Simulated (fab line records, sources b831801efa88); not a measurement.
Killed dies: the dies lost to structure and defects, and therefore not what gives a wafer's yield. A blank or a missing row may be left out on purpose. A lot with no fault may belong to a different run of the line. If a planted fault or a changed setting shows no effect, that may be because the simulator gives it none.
2 desks looking at one fault :: flow gf180mcu :: each desk has only its own numbers; what lay behind them comes last

== AT THE METROLOGY DESK ==
What the gauges read for every lot (on any tool): the sampled wafers with a number, averaged. Marked OUT: a lot whose mean sits more than 4 standard deviations from the usual mean, which makes it out of limits; the brackets give that distance.
Columns: A = DNWELL_TW at GF_DNWELL_TW_MEAS_09, usual 1353; B = SAB_OVL at GF_SAB_OVL_MEAS_10, usual -0.1 nm; C = M1_ALCU_THK at GF_M1_THK_MEAS_06, usual 457 nm
lot: L656
first seen here: day 3 01:08
A: 1348
B: 1.3
C: 460

lot: L659
first seen here: day 3 15:08
A: 1351
B: 0.7
C: 456

lot: L660
first seen here: day 4 00:35
A: 1346
B: -2.0
C: 458

lot: L661
first seen here: day 4 07:38
A: 1355
B: -0.0
C: 460

lot: L662
first seen here: day 4 11:35
A: 1356
B: 2.8
C: 454

lot: L664
first seen here: day 4 20:51
A: 1349
B: 0.4
C: 445

lot: L665
first seen here: day 5 03:55
A: 1342
B: -0.8
C: 461

lot: L666
first seen here: day 5 06:57
A: 1349
B: -1.1
C: 464

lot: L667
first seen here: day 5 10:53
A: 1349
B: -0.8
C: 454

lot: L668
first seen here: day 5 16:41
A: 1355
B: 2.2
C: 462

lot: L669
first seen here: day 5 19:59
A: 1352
B: -2.7
C: 457

lot: L676
first seen here: day 7 11:19
A: 1511 (+20) OUT
B: -2.0
C: 448

lot: L678
first seen here: day 7 21:16
A: 1529 (+22) OUT
B: 1.0
C: 456
This desk's finding: out of limits on L676, L678; first on L676, day 7 11:19 (DNWELL_TW at GF_DNWELL_TW_MEAS_09). Within limits: L656, L659, L660, L661, L662, L664, L665, L666, L667, L668, L669.

== THE TOOL OWNER'S DESK: implanter-01 ==
For each lot that ran on this tool, the mean over its sampled wafers that have a number, from the tool's own readings at GF_DNWELL_IMPLANT_07. Marked OUT: a lot whose mean sits more than 4 standard deviations from the usual mean, which makes it out of limits; the brackets give that distance.
Columns: A = dose_ions_cm2 at GF_DNWELL_IMPLANT_07, usual 1e+13; B = tilt_deg at GF_DNWELL_IMPLANT_07, usual -0.003 degrees
lot: L659
first seen here: day 3 14:53
A: 1e+13
B: -0.007

lot: L660
first seen here: day 4 00:22
A: 1e+13
B: -0.014

lot: L665
first seen here: day 5 03:40
A: 1e+13
B: -0.006

lot: L669
first seen here: day 5 19:46
A: 1e+13
B: 0.000

lot: L676
first seen here: day 7 11:04
A: 1e+13
B: 8.147 (+99 or more) OUT

lot: L678
first seen here: day 7 21:01
A: 1e+13
B: 8.130 (+99 or more) OUT
This desk's finding: out of limits on L676, L678; first on L676, day 7 11:04 (tilt_deg at GF_DNWELL_IMPLANT_07). Within limits: L659, L660, L665, L669.

== TAKEN TOGETHER ==
The tool owner's desk could have raised an alarm at day 7 11:04, on L676, L678.
The metrology desk could have raised an alarm at day 7 11:19, on L676, L678.
On implanter-01, each named lot ran GF_DNWELL_IMPLANT_07.

== WHAT THE SIMULATOR PUT IN ==
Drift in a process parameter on implanter-01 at GF_DNWELL_IMPLANT_07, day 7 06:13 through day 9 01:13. A move of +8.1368 in setting tilt_deg, from 0. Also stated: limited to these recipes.
Shown lots that were struck: L676, L678.
Hours from the fault's start to each desk's first reading out of limits: the tool owner's desk, 5; the metrology desk, 5.
